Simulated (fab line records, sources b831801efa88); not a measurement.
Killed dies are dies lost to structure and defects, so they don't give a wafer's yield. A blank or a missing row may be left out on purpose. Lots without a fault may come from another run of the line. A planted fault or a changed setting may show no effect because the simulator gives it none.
Split-lot experiment | flow sfq_line | 5 lots, 23 wafers read, on a route of 325 steps

THE SPLIT
At SFQ_TRILAYER_R5_DEP_SPUTTER_132 (material Ti, target thk 5 nm, time 5 s), the setting time_s was moved away from the recipe's 5 s on 9 of the 23 wafers read, by -12.4% to +10.5%. The other wafers ran this setting at the recipe's value.

The reading is taken at the split's own step.

THE READING
Ti_of_TRILAYER_R5_DEP_SPUTTER_132.thk_nm (the simulator's own value, which no gauge read), in nm, at SFQ_TRILAYER_R5_DEP_SPUTTER_132 (material Ti, target thk 5 nm, time 5 s). The file gives no usual value for it. The 14 wafers here that ran the recipe average 5.046 nm, standard deviation 0.13 nm.

wafer  | tool, chamber at the split | time_s as run, s | against the recipe | Ti_of_TRILAYER_R5_DEP_SPUTTER_132.thk_nm, nm | against lot-mates on the recipe
L074.2 | pvd_sputter-06, -          | 5                | recipe             | 5.183                                        | -
L074.3 | pvd_sputter-06, -          | 5                | recipe             | 4.968                                        | -
L074.5 | pvd_sputter-06, -          | 5                | recipe             | 5.056                                        | -
L076.1 | pvd_sputter-04, -          | 5.524            | +10.5%             | 5.756                                        | +0.734
L076.2 | pvd_sputter-04, -          | 5                | recipe             | 5.061                                        | -
L076.3 | pvd_sputter-04, -          | 5.524            | +10.5%             | 5.579                                        | +0.557
L076.4 | pvd_sputter-04, -          | 5                | recipe             | 4.975                                        | -
L076.6 | pvd_sputter-04, -          | 5                | recipe             | 5.03                                         | -
L080.1 | pvd_sputter-03, -          | 4.381            | -12.4%             | 4.527                                        | -0.727
L080.2 | pvd_sputter-03, -          | 5                | recipe             | 5.312                                        | -
L080.3 | pvd_sputter-03, -          | 5                | recipe             | 5.195                                        | -
L080.4 | pvd_sputter-03, -          | 4.381            | -12.4%             | 4.451                                        | -0.803
L080.5 | pvd_sputter-03, -          | 4.381            | -12.4%             | 4.684                                        | -0.570
L083.1 | pvd_sputter-03, -          | 4.677            | -6.5%              | 4.72                                         | -0.173
L083.2 | pvd_sputter-03, -          | 5                | recipe             | 4.893                                        | -
L083.3 | pvd_sputter-03, -          | 4.677            | -6.5%              | 4.565                                        | -0.328
L083.5 | pvd_sputter-03, -          | 5                | recipe             | 4.859                                        | -
L083.6 | pvd_sputter-03, -          | 5                | recipe             | 4.927                                        | -
L084.2 | pvd_sputter-04, -          | 5                | recipe             | 4.97                                         | -
L084.3 | pvd_sputter-04, -          | 4.528            | -9.4%              | 4.503                                        | -0.559
L084.4 | pvd_sputter-04, -          | 5                | recipe             | 5.22                                         | -
L084.5 | pvd_sputter-04, -          | 4.528            | -9.4%              | 4.669                                        | -0.393
L084.6 | pvd_sputter-04, -          | 5                | recipe             | 4.996                                        | -

THE FIT
A straight line over all 23 wafers: Ti_of_TRILAYER_R5_DEP_SPUTTER_132.thk_nm changes by +0.0489 nm for each +1% of time_s; r = +0.92; the points scatter about the line by 0.13 nm.
The same after taking each lot's own level away (the mean of its wafers on the recipe; 23 wafers): +0.0559 nm for each +1%; r = +0.97; scatter 0.091 nm.
On that fit, the largest move of time_s shifts the reading by 0.69 nm.
The lots' own levels span 4.8930 to 5.2535 nm, that is 2.8 times the standard deviation above.
So the lot-to-lot level changes the slope: the two fits differ.
Check: with one of the wafers moved furthest among these (-12.4%) left out of the fit, the line predicts -0.663 nm for it against its lot-mates. It came out at -0.727 nm against them.

OTHER SPLITS ON THESE WAFERS
These wafers also went through other splits before the reading. Each is held against what the fit with the lots' levels taken away leaves over:
other split on the same wafers                   | wafers away from the commonest value | r with Ti_of_TRILAYER_R5_DEP_SPUTTER_132.thk_nm (lot level and that fit taken away)
SFQ_TRILAYER_I4_VIA_LITHO_PEB_106 peb_time_s     | 7                                    | +0.16
SFQ_TRILAYER_JJ_TRILAYER_DEP_SPUTTER_110 power_w | 8                                    | +0.04
SFQ_TRILAYER_JJ_TRILAYER_DEP_SPUTTER_112 power_w | 5                                    | -0.04
SFQ_TRILAYER_A5B_DEP_PECVD_129 time_s            | 5                                    | +0.17

THE FILE'S OWN FIT
Ti_of_TRILAYER_R5_DEP_SPUTTER_132.thk_nm changes by +0.0547 nm for each +1% of time_s, r = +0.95.
